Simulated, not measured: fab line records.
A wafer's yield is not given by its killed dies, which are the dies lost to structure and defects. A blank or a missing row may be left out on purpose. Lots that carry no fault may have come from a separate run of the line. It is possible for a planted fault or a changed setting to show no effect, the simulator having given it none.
fab line records -- flow sfq-line
record lots=5, wafers=27
route steps=325 shown I3@133 JJ@180 R5@213 C5@247 M6@262 M7@282
start-h: start of the lot's first displayed wafer, in hours after the record's first day -- wait-h: how many hours have passed since the lot's step before this one -- " as in the row above -- L1.1+2: several wafers, shown together as one row -- - either no value or no given start -- * or withheld: withheld -- < > ~ a bound
route shown NAME@n: names a module that has steps shown in the file, with the first one's number in the route -- usual: mean and standard deviation over wafers with no fault -- same: alike in all rows -- chamber/n: place in a boat -- sites: the reading at each site -- _std_site: their standard deviation -- _edge_site: inner sites' mean taken away from outer sites' mean -- radius-mm: for every site, how far away it sits from the centre of the wafer -- mask NAME#n: copy n -- behind: the last tool/chamber to shape the wafer -- hold: why the lot went on hold/how many hours it stayed there/how the hold came to an end -- device: whichever transistor did not switch (one of n, p or np) -- end of line: the same wafers' tests at the end of the route -- a step with no rows: only its recipe -- killed: count of dies lost to structure and defects at first sort (not the wafer's yield) -- map: a wafer's dies, marking killed ones x, the rest . and places with no die _
set.NAME: the setting as run; set.NAME@STEP: as run at that earlier step -- model.NAME: the simulator's own value behind a step, which no gauge read
one table per step and one row per wafer, for lots whose settings were changed on purpose
## steps
# step SFQ_TRILAYER_I3_DEP_PECVD_081
# recipe material=SiO2, temp-c=150, time-s=111.11, pressure-torr=2.4, rf-w=183.3, precursor=SiH4/N2O, target-thk-nm=500
lot.wafer,tool,chamber,start-h,wait-h,set.time-s,model.SiO2_of_TRILAYER_I3_DEP_PECVD_081.thk-nm
L074.1,pecvd-02,0,795.48,0.0,71.65,319.2
L074.2,pecvd-02,2,795.48,0.0,71.65,327.3
L074.3,pecvd-02,1,795.48,0.0,71.65,309.9
L074.4,pecvd-02,1,795.48,0.0,111.11,499.7
L074.5,pecvd-02,2,795.48,0.0,111.11,512.8
L074.6,pecvd-02,0,795.48,0.0,111.11,507.2
L076.1,pecvd-02,0,803.09,0.0,111.11,501.2
L076.2,pecvd-02,1,803.09,0.0,111.11,484.9
L076.3,pecvd-02,1,803.09,0.0,111.11,501.5
L076.4,pecvd-02,0,803.09,0.0,111.11,506.2
L076.5,pecvd-02,0,803.09,0.0,111.11,507
L076.6,pecvd-02,1,803.09,0.0,111.11,496.8
L079.1,pecvd-03,2,898.83,0.0,176.5,782.6
L079.2,pecvd-03,0,898.83,0.0,111.11,491.9
L079.3,pecvd-03,1,898.83,0.0,176.5,787.8
L079.4,pecvd-03,2,898.83,0.0,176.5,802.7
L079.5,pecvd-03,0,898.83,0.0,111.11,496.6
L079.6,pecvd-03,1,898.83,0.0,111.11,501.4
L080.1,pecvd-04,2,912.27,0.0,111.11,499.9
L080.2,pecvd-04,0,912.27,0.0,111.11,495.8
L080.3,pecvd-04,1,912.27,0.0,111.11,492.9
L080.4,pecvd-04,2,912.27,0.0,129.9,597
L080.5,pecvd-04,1,912.27,0.0,129.9,587.4
L080.6,pecvd-04,0,912.27,0.0,129.9,586.9
L084.1,pecvd-03,2,953.65,0.0,111.11,500.2
L084.4,pecvd-03,0,953.65,0.0,111.11,498.3
L084.5,pecvd-03,2,953.65,0.0,111.11,503.7
# step SFQ_TRILAYER_I3_CMP_CMP_082
# recipe material=SiO2, down-force-psi=3, platen-rpm=60, pad-velocity-m-s=0.94248
# usual time-to-endpoint-s=212/8.7
lot.wafer,tool,chamber,start-h,wait-h,set.time-s@TRILAYER_I3_DEP_PECVD_081,time-to-endpoint-s
L074.2,cmp-02,0,809.00,13.5,71.65,91
L074.3,cmp-02,1,809.00,13.5,71.65,84
L074.1,cmp-02,2,809.00,13.5,71.65,79
L074.4,cmp-02,3,809.00,13.5,111.11,220
L074.6,cmp-02,0,809.00,13.5,111.11,219
L074.5,cmp-02,1,809.00,13.5,111.11,233
L076.1,cmp-01,2,815.20,12.1,111.11,209
L076.2,cmp-01,3,815.20,12.1,111.11,201
L076.4,cmp-01,0,815.20,12.1,111.11,216
L076.3,cmp-01,1,815.20,12.1,111.11,213
L076.5,cmp-01,2,815.20,12.1,111.11,218
L076.6,cmp-01,3,815.20,12.1,111.11,210
L079.3,cmp-01,1,909.65,10.8,176.5,411
L079.4,cmp-01,2,909.65,10.8,176.5,416
L079.1,cmp-01,3,909.65,10.8,176.5,402
L079.2,cmp-01,0,909.65,10.8,111.11,204
L079.6,cmp-01,1,909.65,10.8,111.11,217
L079.5,cmp-01,2,909.65,10.8,111.11,203
L080.4,cmp-01,0,924.65,12.3,129.9,273
L080.2,cmp-01,1,924.65,12.3,111.11,206
L080.3,cmp-01,2,924.65,12.3,111.11,200
L080.1,cmp-01,3,924.65,12.3,111.11,207
L080.6,cmp-01,0,924.65,12.3,129.9,272
L080.5,cmp-01,1,924.65,12.3,129.9,271
L084.1,cmp-02,1,962.38,8.7,111.11,222
L084.4,cmp-02,0,963.88,10.1,111.11,214
L084.5,cmp-02,2,964.88,11.1,111.11,210
# step SFQ_TRILAYER_JJ_TRILAYER_DEP_SPUTTER_110
# recipe material=Al, base-pressure-pa=1.33e-06, target-thk-nm=8, power-w=500, time-s=10, chamber-pressure-pa=0.4
lot.wafer,tool,chamber,start-h,wait-h,set.time-s,model.Al_of_TRILAYER_JJ_TRILAYER_DEP_SPUTTER_110.thk-nm
L074.1,pvd-sputter-05,-,1101.52,0.0,10,7.934
L074.2,pvd-sputter-05,-,1101.52,0.0,10,8.046
L074.3,pvd-sputter-05,-,1101.52,0.0,14.33,11.43
L074.4,pvd-sputter-05,-,1101.52,0.0,14.33,11.46
L074.5,pvd-sputter-05,-,1101.52,0.0,14.33,11.44
L074.6,pvd-sputter-05,-,1101.52,0.0,10,7.851
L076.1,pvd-sputter-04,-,1112.81,0.0,6.404,5.335
L076.2,pvd-sputter-04,-,1112.81,0.0,10,8.253
L076.3,pvd-sputter-04,-,1112.81,0.0,6.404,5.13
L076.4,pvd-sputter-04,-,1112.81,0.0,6.404,5.159
L076.5,pvd-sputter-04,-,1112.81,0.0,10,8.136
L076.6,pvd-sputter-04,-,1112.81,0.0,10,7.955
L079.1,pvd-sputter-04,-,1179.02,0.0,13.48,10.77
L079.2,pvd-sputter-04,-,1179.02,0.0,10,7.843
L079.3,pvd-sputter-04,-,1179.02,0.0,10,7.645
L079.4,pvd-sputter-04,-,1179.02,0.0,13.48,10.8
L079.5,pvd-sputter-04,-,1179.02,0.0,10,7.972
L079.6,pvd-sputter-04,-,1179.02,0.0,13.48,10.63
L080.1,pvd-sputter-05,-,1197.98,0.0,10,8.123
L080.2,pvd-sputter-05,-,1197.98,0.0,10,8.017
L080.3,pvd-sputter-05,-,1197.98,0.0,11.72,9.533
L080.4,pvd-sputter-05,-,1197.98,0.0,11.72,9.539
L080.5,pvd-sputter-05,-,1197.98,0.0,10,8.134
L080.6,pvd-sputter-05,-,1197.98,0.0,11.72,9.523
L084.1,pvd-sputter-06,-,1232.78,0.0,10,7.657
L084.4,pvd-sputter-06,-,1232.78,0.0,10,7.812
L084.5,pvd-sputter-06,-,1232.78,0.0,10,7.847
# step SFQ_TRILAYER_R5_DEP_SPUTTER_133
# recipe material=MoNx, base-pressure-pa=1.33e-06, target-thk-nm=40, power-w=1000, time-s=66.7, chamber-pressure-pa=0.4
lot.wafer,tool,chamber,start-h,wait-h,set.time-s,model.MoNx_of_TRILAYER_R5_DEP_SPUTTER_133.thk-nm
L074.1,pvd-sputter-03,-,1365.09,0.0,53.66,31.67
L074.2+5,pvd-sputter-03,-,1365.09,0.0,66.7,40.23
L074.3,pvd-sputter-03,-,1365.09,0.0,66.7,39.79
L074.4,pvd-sputter-03,-,1365.09,0.0,53.66,32.45
L074.6,pvd-sputter-03,-,1365.09,0.0,53.66,31.98
L076.1,pvd-sputter-04,-,1377.09,0.0,54.56,32
L076.2,pvd-sputter-04,-,1377.09,0.0,66.7,39.71
L076.3,pvd-sputter-04,-,1377.09,0.0,66.7,39.63
L076.4,pvd-sputter-04,-,1377.09,0.0,54.56,32.79
L076.5,pvd-sputter-04,-,1377.09,0.0,54.56,32.24
L076.6,pvd-sputter-04,-,1377.09,0.0,66.7,39.62
L079.1,pvd-sputter-05,-,1445.76,0.0,66.7,40.02
L079.2,pvd-sputter-05,-,1445.76,0.0,66.7,39.59
L079.3,pvd-sputter-05,-,1445.76,0.0,84.55,50.69
L079.4,pvd-sputter-05,-,1445.76,0.0,84.55,50.78
L079.5,pvd-sputter-05,-,1445.76,0.0,84.55,50.53
L079.6,pvd-sputter-05,-,1445.76,0.0,66.7,40.37
L080.1,pvd-sputter-05,-,1456.38,0.0,66.7,40.39
L080.2,pvd-sputter-05,-,1456.38,0.0,66.7,40.56
L080.3,pvd-sputter-05,-,1456.38,0.0,41.72,25.63
L080.4,pvd-sputter-05,-,1456.38,0.0,41.72,25.06
L080.5,pvd-sputter-05,-,1456.38,0.0,41.72,25.54
L080.6,pvd-sputter-05,-,1456.38,0.0,66.7,40.55
L084.1,pvd-sputter-04,-,1486.64,0.0,66.7,39.46
L084.4,pvd-sputter-04,-,1486.64,0.0,66.7,40.02
L084.5,pvd-sputter-04,-,1486.64,0.0,66.7,39.67
# step SFQ_TRILAYER_R5_DEP_SPUTTER_134
# recipe material=Ti, base-pressure-pa=1.33e-06, target-thk-nm=5, power-w=2000, time-s=4.879, chamber-pressure-pa=0.4
# step SFQ_R5_RS_MEAS_933
# recipe thk-meas-gauge=four-point-probe, reads=Ti_of_TRILAYER_R5_DEP_SPUTTER_134+MoNx_of_TRILAYER_R5_DEP_SPUTTER_133+Ti_of_TRILAYER_R5_DEP_SPUTTER_132
# usual R5_MONX_RS=7.08/0.077
lot.wafer,tool,chamber,start-h,wait-h,set.time-s@TRILAYER_R5_DEP_SPUTTER_133,R5_MONX_RS[ohm/sq]
L074.1,film-metro-01,-,1365.17,0.0,53.66,8.83
L074.2,film-metro-01,-,1365.17,0.0,66.7,7.04
L074.3,film-metro-01,-,1365.17,0.0,66.7,7.11
L074.4,film-metro-01,-,1365.17,0.0,53.66,8.62
L074.5,film-metro-01,-,1365.17,0.0,66.7,7.06
L074.6,film-metro-01,-,1365.17,0.0,53.66,8.71
L076.1,film-metro-03,-,1377.17,0.0,54.56,8.66
L076.2,film-metro-03,-,1377.17,0.0,66.7,7.10
L076.3,film-metro-03,-,1377.17,0.0,66.7,7.11
L076.4,film-metro-03,-,1377.17,0.0,54.56,8.53
L076.5,film-metro-03,-,1377.17,0.0,54.56,8.63
L076.6,film-metro-03,-,1377.17,0.0,66.7,7.13
L079.1,film-metro-02,-,1445.84,0.0,66.7,7.08
L079.2,film-metro-02,-,1445.84,0.0,66.7,7.12
L079.3,film-metro-02,-,1445.84,0.0,84.55,5.65
L079.4,film-metro-02,-,1445.84,0.0,84.55,5.64
L079.5,film-metro-02,-,1445.84,0.0,84.55,5.67
L079.6,film-metro-02,-,1445.84,0.0,66.7,7.00
L080.1,film-metro-03,-,1456.45,0.0,66.7,7.00
L080.2,film-metro-03,-,1456.45,0.0,66.7,6.99
L080.3,film-metro-03,-,1456.45,0.0,41.72,10.72
L080.4,film-metro-03,-,1456.45,0.0,41.72,10.94
L080.5,film-metro-03,-,1456.45,0.0,41.72,10.73
L080.6,film-metro-03,-,1456.45,0.0,66.7,6.98
L084.1,film-metro-03,-,1486.72,0.0,66.7,7.15
L084.4,film-metro-03,-,1486.72,0.0,66.7,7.05
L084.5,film-metro-03,-,1486.72,0.0,66.7,7.11
# step SFQ_R5_THK_MEAS_934
# recipe thk-meas-gauge=xrf, reads=MoNx_of_TRILAYER_R5_DEP_SPUTTER_133
# usual R5_MONX_THK=39.8/0.52
lot.wafer,tool,chamber,start-h,wait-h,set.time-s@TRILAYER_R5_DEP_SPUTTER_133,R5_MONX_THK[nm]
L074.1,film-metro-01,-,1365.29,0.1,53.66,31.5
L074.2,film-metro-01,-,1365.29,0.1,66.7,39.8
L074.3,film-metro-01,-,1365.29,0.1,66.7,39.6
L074.4,film-metro-01,-,1365.29,0.1,53.66,32.4
L074.5,film-metro-01,-,1365.29,0.1,66.7,39.8
L074.6,film-metro-01,-,1365.29,0.1,53.66,31.9
L076.1,film-metro-03,-,1377.29,0.1,54.56,31.8
L076.2,film-metro-03,-,1377.29,0.1,66.7,39.5
L076.3,film-metro-03,-,1377.29,0.1,66.7,39.3
L076.4,film-metro-03,-,1377.29,0.1,54.56,32.7
L076.5,film-metro-03,-,1377.29,0.1,54.56,32.2
L076.6,film-metro-03,-,1377.29,0.1,66.7,39.4
L079.1,film-metro-02,-,1445.96,0.1,66.7,40.0
L079.2,film-metro-02,-,1445.96,0.1,66.7,39.6
L079.3,film-metro-02,-,1445.96,0.1,84.55,50.8
L079.4,film-metro-02,-,1445.96,0.1,84.55,50.8
L079.5,film-metro-02,-,1445.96,0.1,84.55,50.7
L079.6,film-metro-02,-,1445.96,0.1,66.7,40.4
L080.1,film-metro-03,-,1456.57,0.1,66.7,40.4
L080.2,film-metro-03,-,1456.57,0.1,66.7,40.9
L080.3,film-metro-03,-,1456.57,0.1,41.72,25.6
L080.4,film-metro-03,-,1456.57,0.1,41.72,25.1
L080.5,film-metro-03,-,1456.57,0.1,41.72,25.6
L080.6,film-metro-03,-,1456.57,0.1,66.7,40.6
L084.1,film-metro-03,-,1486.84,0.1,66.7,39.5
L084.4,film-metro-03,-,1486.84,0.1,66.7,39.9
L084.5,film-metro-03,-,1486.84,0.1,66.7,39.2
# step SFQ_TRILAYER_C5_BARC_OPEN_VIA_ETCH_210
# recipe mask-material=PR, chemistry=O2, target-depth-nm=125, target=BARC, source-w=500, bias-w=80, pressure-mtorr=30, time-s=41.7
# usual oes-product-au=0.686/0.0044
lot.wafer,tool,chamber,start-h,wait-h,set.time-s,oes-product-au,model.KrF_of_TRILAYER_C5_LITHO_COAT_151.thk-nm
L074.1,rie-diel-03,1,1601.37,0.0,50.35,0.662,565.9
L074.2,rie-diel-03,0,1601.37,0.0,50.35,0.659,568.7
L074.3,rie-diel-03,3,1601.37,0.0,41.7,0.688,574.9
L074.4,rie-diel-03,2,1601.37,0.0,41.7,0.689,575.1
L074.5,rie-diel-03,1,1601.37,0.0,50.35,0.675,566.9
L074.6,rie-diel-03,2,1601.37,0.0,41.7,0.683,574.3
L076.1,rie-diel-02,1,1608.57,0.0,41.7,0.688,576.6
L076.2,rie-diel-02,3,1608.57,0.0,41.7,0.688,577.1
L076.3,rie-diel-02,0,1608.57,0.0,41.7,0.692,576.5
L076.4,rie-diel-02,2,1608.57,0.0,41.7,0.684,575.1
L076.5,rie-diel-02,1,1608.57,0.0,41.7,0.686,575.7
L076.6,rie-diel-02,0,1608.57,0.0,41.7,0.687,577
L079.1,rie-diel-04,1,1689.08,0.0,41.7,0.686,579.4
L079.2,rie-diel-04,0,1689.08,0.0,51.96,0.658,561.8
L079.3,rie-diel-04,3,1689.08,0.0,51.96,0.665,562.4
L079.4,rie-diel-04,2,1689.08,0.0,51.96,0.661,564.3
L079.5,rie-diel-04,0,1689.08,0.0,41.7,0.689,574.9
L079.6,rie-diel-04,3,1689.08,0.0,41.7,0.689,575.7
L080.1,rie-diel-04,0,1701.08,0.0,51.28,0.655,562.6
L080.2,rie-diel-04,3,1701.08,0.0,51.28,0.658,562.2
L080.3,rie-diel-04,2,1701.08,0.0,41.7,0.681,573.7
L080.4,rie-diel-04,1,1701.08,0.0,51.28,0.659,563.5
L080.5,rie-diel-04,0,1701.08,0.0,41.7,0.678,574.2
L080.6,rie-diel-04,1,1701.08,0.0,41.7,0.687,572.8
L084.1,rie-diel-03,0,1825.23,0.0,41.7,0.693,578.1
L084.4,rie-diel-03,0,1825.23,0.0,41.7,0.689,579.9
L084.5,rie-diel-03,2,1825.23,0.0,41.7,0.690,578.7
# step SFQ_TRILAYER_M6_BARC_OPEN_METAL_ETCH_206
# recipe mask-material=PR, chemistry=O2, target-depth-nm=125, target=BARC, icp-w=600, bias-w=80, pressure-mtorr=10, time-s=41.7
# usual oes-product-au=0.685/0.0045
lot.wafer,tool,chamber,start-h,wait-h,set.time-s,oes-product-au,model.KrF_of_TRILAYER_M6_LITHO_COAT_159.thk-nm
L074.1,rie-metal-01,0,1631.17,0.0,41.7,0.681,525.6
L074.2,rie-metal-01,1,1631.17,0.0,41.7,0.690,523.6
L074.3,rie-metal-01,0,1631.17,0.0,18.61,1.001,553.3
L074.4,rie-metal-01,1,1631.17,0.0,41.7,0.680,525.4
L074.5,rie-metal-01,0,1631.17,0.0,18.61,1.003,552.7
L074.6,rie-metal-01,1,1631.17,0.0,18.61,1.000,552.7
L076.1,rie-metal-03,0,1634.77,0.0,29.52,0.808,536.4
L076.2,rie-metal-03,1,1634.77,0.0,29.52,0.808,536
L076.3,rie-metal-03,1,1634.77,0.0,41.7,0.687,521.3
L076.4,rie-metal-03,0,1634.77,0.0,41.7,0.696,521.8
L076.5,rie-metal-03,0,1634.77,0.0,29.52,0.807,536.2
L076.6,rie-metal-03,1,1634.77,0.0,41.7,0.680,521
L079.1,rie-metal-03,0,1695.54,0.0,41.7,0.686,523.7
L079.2,rie-metal-03,1,1695.54,0.0,41.7,0.683,521.9
L079.3,rie-metal-03,0,1695.54,0.0,41.7,0.682,521.7
L079.4,rie-metal-03,1,1695.54,0.0,41.7,0.683,521.3
L079.5,rie-metal-03,1,1695.54,0.0,41.7,0.688,520.9
L079.6,rie-metal-03,0,1695.54,0.0,41.7,0.687,520.6
L080.1,rie-metal-03,1,1774.24,0.0,41.7,0.682,523.7
L080.2,rie-metal-03,1,1774.24,0.0,20.33,1.011,550.3
L080.3,rie-metal-03,1,1774.24,0.0,20.33,1.003,549.8
L080.4,rie-metal-03,1,1774.24,0.0,41.7,0.682,523.8
L080.5,rie-metal-03,1,1774.24,0.0,41.7,0.685,523
L080.6,rie-metal-03,1,1774.24,0.0,20.33,1.002,548.3
L084.1,rie-metal-04,1,1929.35,0.0,41.7,0.685,523.1
L084.4,rie-metal-04,0,1929.35,0.0,41.7,0.683,522.1
L084.5,rie-metal-04,1,1929.35,0.0,41.7,0.688,519.4
# step SFQ_TRILAYER_M6_ETCH_METAL_ETCH_162
# recipe target=Nb, stop-on=SiO2, mask-material=PR, chemistry=Cl2/Ar, target-depth-nm=240, icp-w=600, bias-w=80, pressure-mtorr=10, time-s=120
lot.wafer,tool,chamber,start-h,wait-h,set.time-s@TRILAYER_M6_BARC_OPEN_METAL_ETCH_206,model.KrF_of_TRILAYER_M6_LITHO_COAT_159.thk-nm
L074.1,rie-metal-01,0,1631.23,0.0,41.7,388.5
L074.2,rie-metal-01,1,1631.23,0.0,41.7,385.9
L074.3,rie-metal-01,0,1631.23,0.0,18.61,417.2
L074.4,rie-metal-01,1,1631.23,0.0,41.7,386.6
L074.5,rie-metal-01,0,1631.23,0.0,18.61,414.7
L074.6,rie-metal-01,1,1631.23,0.0,18.61,413.7
L076.1,rie-metal-03,0,1634.83,0.0,29.52,392.7
L076.2,rie-metal-03,1,1634.83,0.0,29.52,394.9
L076.3,rie-metal-03,1,1634.83,0.0,41.7,379.8
L076.4,rie-metal-03,0,1634.83,0.0,41.7,379.1
L076.5,rie-metal-03,0,1634.83,0.0,29.52,393.4
L076.6,rie-metal-03,1,1634.83,0.0,41.7,380
L079.1,rie-metal-03,0,1695.60,0.0,41.7,382.8
L079.2,rie-metal-03,1,1695.60,0.0,41.7,377.2
L079.3,rie-metal-03,0,1695.60,0.0,41.7,380.8
L079.4,rie-metal-03,1,1695.60,0.0,41.7,376.6
L079.5,rie-metal-03,1,1695.60,0.0,41.7,376.1
L079.6,rie-metal-03,0,1695.60,0.0,41.7,379.1
L080.1,rie-metal-03,1,1774.36,0.1,41.7,380.5
L080.2,rie-metal-03,1,1774.36,0.1,20.33,407.2
L080.3,rie-metal-03,1,1774.36,0.1,20.33,406.9
L080.4,rie-metal-03,1,1774.36,0.1,41.7,380
L080.5,rie-metal-03,1,1774.36,0.1,41.7,379.8
L080.6,rie-metal-03,1,1774.36,0.1,20.33,403
L084.1,rie-metal-04,1,1929.41,0.0,41.7,384.5
L084.4,rie-metal-04,0,1929.41,0.0,41.7,376.2
L084.5,rie-metal-04,1,1929.41,0.0,41.7,379.8
# step SFQ_TRILAYER_M7_DEP_SPUTTER_175
# recipe material=Nb, base-pressure-pa=1.33e-06, chamber-pressure-pa=0.1333, substrate-temp-c=20, target-thk-nm=200, power-w=2000, time-s=133.3
lot.wafer,tool,chamber,start-h,wait-h,set.time-s,model.Nb_of_TRILAYER_M7_DEP_SPUTTER_175.thk-nm
L074.1,pvd-sputter-04,-,1763.42,0.0,82.18,122
L074.2,pvd-sputter-04,-,1763.42,0.0,133.3,199
L074.3,pvd-sputter-04,-,1763.42,0.0,82.18,123.3
L074.4,pvd-sputter-04,-,1763.42,0.0,82.18,122.3
L074.5,pvd-sputter-04,-,1763.42,0.0,133.3,198.3
L074.6,pvd-sputter-04,-,1763.42,0.0,133.3,200.1
L076.1,pvd-sputter-04,-,1774.00,0.0,178.1,264.4
L076.2,pvd-sputter-04,-,1774.00,0.0,178.1,266.1
L076.3,pvd-sputter-04,-,1774.00,0.0,178.1,263.6
L076.4,pvd-sputter-04,-,1774.00,0.0,133.3,195.7
L076.5,pvd-sputter-04,-,1774.00,0.0,133.3,198.8
L076.6,pvd-sputter-04,-,1774.00,0.0,133.3,197.6
L079.1,pvd-sputter-03,-,1780.00,0.0,133.3,198.9
L079.2,pvd-sputter-03,-,1780.00,0.0,133.3,195.3
L079.3,pvd-sputter-03,-,1780.00,0.0,180,266.7
L079.4,pvd-sputter-03,-,1780.00,0.0,133.3,200.4
L079.5,pvd-sputter-03,-,1780.00,0.0,180,265.3
L079.6,pvd-sputter-03,-,1780.00,0.0,180,271.5
L080.1,pvd-sputter-06,-,1878.99,0.0,133.3,202.1
L080.2,pvd-sputter-06,-,1878.99,0.0,186,283
L080.3,pvd-sputter-06,-,1878.99,0.0,186,279.5
L080.4,pvd-sputter-06,-,1878.99,0.0,186,281
L080.5,pvd-sputter-06,-,1878.99,0.0,133.3,203.8
L080.6,pvd-sputter-06,-,1878.99,0.0,133.3,202.5
L084.1,pvd-sputter-04,-,1937.95,0.0,133.3,198.9
L084.4,pvd-sputter-04,-,1937.95,0.0,133.3,201.4
L084.5,pvd-sputter-04,-,1937.95,0.0,133.3,202.5
# step SFQ_M7_RS_MEAS_943
# recipe thk-meas-gauge=four-point-probe, reads=Nb_of_TRILAYER_M7_DEP_SPUTTER_175
# usual M7_NB_RS=0.892/0.013
lot.wafer,tool,chamber,start-h,wait-h,set.time-s@TRILAYER_M7_DEP_SPUTTER_175,M7_NB_RS[ohm/sq]
L074.1,film-metro-01,-,1763.51,0.0,82.18,1.471
L074.2,film-metro-01,-,1763.51,0.0,133.3,0.896
L074.3,film-metro-01,-,1763.51,0.0,82.18,1.456
L074.4,film-metro-01,-,1763.51,0.0,82.18,1.469
L074.5,film-metro-01,-,1763.51,0.0,133.3,0.901
L074.6,film-metro-01,-,1763.51,0.0,133.3,0.891
L076.1,film-metro-02,-,1774.09,0.0,178.1,0.671
L076.2,film-metro-02,-,1774.09,0.0,178.1,0.666
L076.3,film-metro-02,-,1774.09,0.0,178.1,0.673
L076.4,film-metro-02,-,1774.09,0.0,133.3,0.910
L076.5,film-metro-02,-,1774.09,0.0,133.3,0.896
L076.6,film-metro-02,-,1774.09,0.0,133.3,0.902
L079.1,film-metro-04,-,1780.09,0.0,133.3,0.896
L079.2,film-metro-04,-,1780.09,0.0,133.3,0.913
L079.3,film-metro-04,-,1780.09,0.0,180,0.667
L079.4,film-metro-04,-,1780.09,0.0,133.3,0.889
L079.5,film-metro-04,-,1780.09,0.0,180,0.671
L079.6,film-metro-04,-,1780.09,0.0,180,0.656
L080.1,film-metro-02,-,1879.08,0.0,133.3,0.881
L080.2,film-metro-02,-,1879.08,0.0,186,0.626
L080.3,film-metro-02,-,1879.08,0.0,186,0.635
L080.4,film-metro-02,-,1879.08,0.0,186,0.631
L080.5,film-metro-02,-,1879.08,0.0,133.3,0.874
L080.6,film-metro-02,-,1879.08,0.0,133.3,0.880
L084.1,film-metro-01,-,1938.04,0.0,133.3,0.897
L084.4,film-metro-01,-,1938.04,0.0,133.3,0.886
L084.5,film-metro-01,-,1938.04,0.0,133.3,0.880
# step SFQ_TRILAYER_M7_LITHO_COAT_182
# recipe resist=BARC, spin-rpm=3000, resist-thk-nm=62.57
# step SFQ_TRILAYER_M7_BARC_OPEN_METAL_ETCH_229
# recipe mask-material=PR, chemistry=O2, target-depth-nm=125, target=BARC, icp-w=600, bias-w=80, pressure-mtorr=10, time-s=41.7
# step SFQ_TRILAYER_M7_ETCH_METAL_ETCH_180
# recipe target=Nb, stop-on=SiO2, mask-material=PR, chemistry=Cl2/Ar, target-depth-nm=240, icp-w=600, bias-w=80, pressure-mtorr=10, time-s=120
# usual oes-product-au=0.894/0.0087
lot.wafer,tool,chamber,start-h,wait-h,set.time-s@TRILAYER_M7_DEP_SPUTTER_175,oes-product-au
L074.1,rie-metal-03,1,1868.55,0.1,82.18,0.696
L074.2,rie-metal-03,1,1868.55,0.1,133.3,0.887
L074.3,rie-metal-03,1,1868.55,0.1,82.18,0.692
L074.4,rie-metal-03,1,1868.55,0.1,82.18,0.697
L074.5,rie-metal-03,1,1868.55,0.1,133.3,0.885
L074.6,rie-metal-03,1,1868.55,0.1,133.3,0.895
L076.1,rie-metal-02,0,1875.41,0.0,178.1,1.010
L076.2,rie-metal-02,1,1875.41,0.0,178.1,1.005
L076.3,rie-metal-02,1,1875.41,0.0,178.1,1.023
L076.4,rie-metal-02,0,1875.41,0.0,133.3,0.881
L076.5,rie-metal-02,1,1875.41,0.0,133.3,0.887
L076.6,rie-metal-02,0,1875.41,0.0,133.3,0.889
L079.1,rie-metal-03,1,1879.07,0.1,133.3,0.889
L079.2,rie-metal-03,1,1879.07,0.1,133.3,0.884
L079.3,rie-metal-03,1,1879.07,0.1,180,0.990
L079.4,rie-metal-03,1,1879.07,0.1,133.3,0.899
L079.5,rie-metal-03,1,1879.07,0.1,180,0.997
L079.6,rie-metal-03,1,1879.07,0.1,180,0.994
L080.1,rie-metal-03,1,1964.46,0.0,133.3,0.906
L080.2,rie-metal-03,0,1964.46,0.0,186,1.024
L080.3,rie-metal-03,0,1964.46,0.0,186,1.000
L080.4,rie-metal-03,1,1964.46,0.0,186,1.010
L080.5,rie-metal-03,1,1964.46,0.0,133.3,0.904
L080.6,rie-metal-03,0,1964.46,0.0,133.3,0.908
L084.1,rie-metal-01,0,1970.78,0.0,133.3,0.896
L084.4,rie-metal-01,1,1970.78,0.0,133.3,0.911
L084.5,rie-metal-01,1,1970.78,0.0,133.3,0.904
## key
split step=SFQ_TRILAYER_I3_DEP_PECVD_081, setting=time-s, stated=111.11, by=wafer
response step=SFQ_TRILAYER_I3_DEP_PECVD_081, reading=model.SiO2_of_TRILAYER_I3_DEP_PECVD_081.thk-nm, change=+5.11, per=1%, r=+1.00
response step=SFQ_TRILAYER_I3_CMP_CMP_082, reading=time-to-endpoint-s, change=*, per=1%, r=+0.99
split step=SFQ_TRILAYER_JJ_TRILAYER_DEP_SPUTTER_110, setting=time-s, stated=10, by=wafer
response step=SFQ_TRILAYER_JJ_TRILAYER_DEP_SPUTTER_110, reading=model.Al_of_TRILAYER_JJ_TRILAYER_DEP_SPUTTER_110.thk-nm, change=+0.0818, per=1%, r=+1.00
split step=SFQ_TRILAYER_R5_DEP_SPUTTER_133, setting=time-s, stated=66.7, by=wafer
response step=SFQ_TRILAYER_R5_DEP_SPUTTER_133, reading=model.MoNx_of_TRILAYER_R5_DEP_SPUTTER_133.thk-nm, change=+0.403, per=1%, r=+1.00
response step=SFQ_R5_RS_MEAS_933, reading=R5_MONX_RS, change=-0.0847, per=1%, r=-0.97
response step=SFQ_R5_THK_MEAS_934, reading=R5_MONX_THK, change=+0.402, per=1%, r=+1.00
split step=SFQ_TRILAYER_C5_BARC_OPEN_VIA_ETCH_210, setting=time-s, stated=41.7, by=wafer
response step=SFQ_TRILAYER_C5_BARC_OPEN_VIA_ETCH_210, reading=oes-product-au, change=-0.00106, per=1%, r=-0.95
response step=SFQ_TRILAYER_C5_BARC_OPEN_VIA_ETCH_210, reading=model.KrF_of_TRILAYER_C5_LITHO_COAT_151.thk-nm, change=-0.477, per=1%, r=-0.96
split step=SFQ_TRILAYER_M6_BARC_OPEN_METAL_ETCH_206, setting=time-s, stated=41.7, by=wafer
response step=SFQ_TRILAYER_M6_BARC_OPEN_METAL_ETCH_206, reading=oes-product-au, change=-0.00575, per=1%, r=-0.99
response step=SFQ_TRILAYER_M6_BARC_OPEN_METAL_ETCH_206, reading=model.KrF_of_TRILAYER_M6_LITHO_COAT_159.thk-nm, change=-0.507, per=1%, r=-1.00
response step=SFQ_TRILAYER_M6_ETCH_METAL_ETCH_162, reading=model.KrF_of_TRILAYER_M6_LITHO_COAT_159.thk-nm, change=-0.502, per=1%, r=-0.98
split step=SFQ_TRILAYER_M7_DEP_SPUTTER_175, setting=time-s, stated=133.3, by=wafer
response step=SFQ_TRILAYER_M7_DEP_SPUTTER_175, reading=model.Nb_of_TRILAYER_M7_DEP_SPUTTER_175.thk-nm, change=+1.99, per=1%, r=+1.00
response step=SFQ_M7_RS_MEAS_943, reading=M7_NB_RS, change=-0.00884, per=1%, r=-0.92
response step=SFQ_TRILAYER_M7_ETCH_METAL_ETCH_180, reading=oes-product-au, change=+0.00361, per=1%, r=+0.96
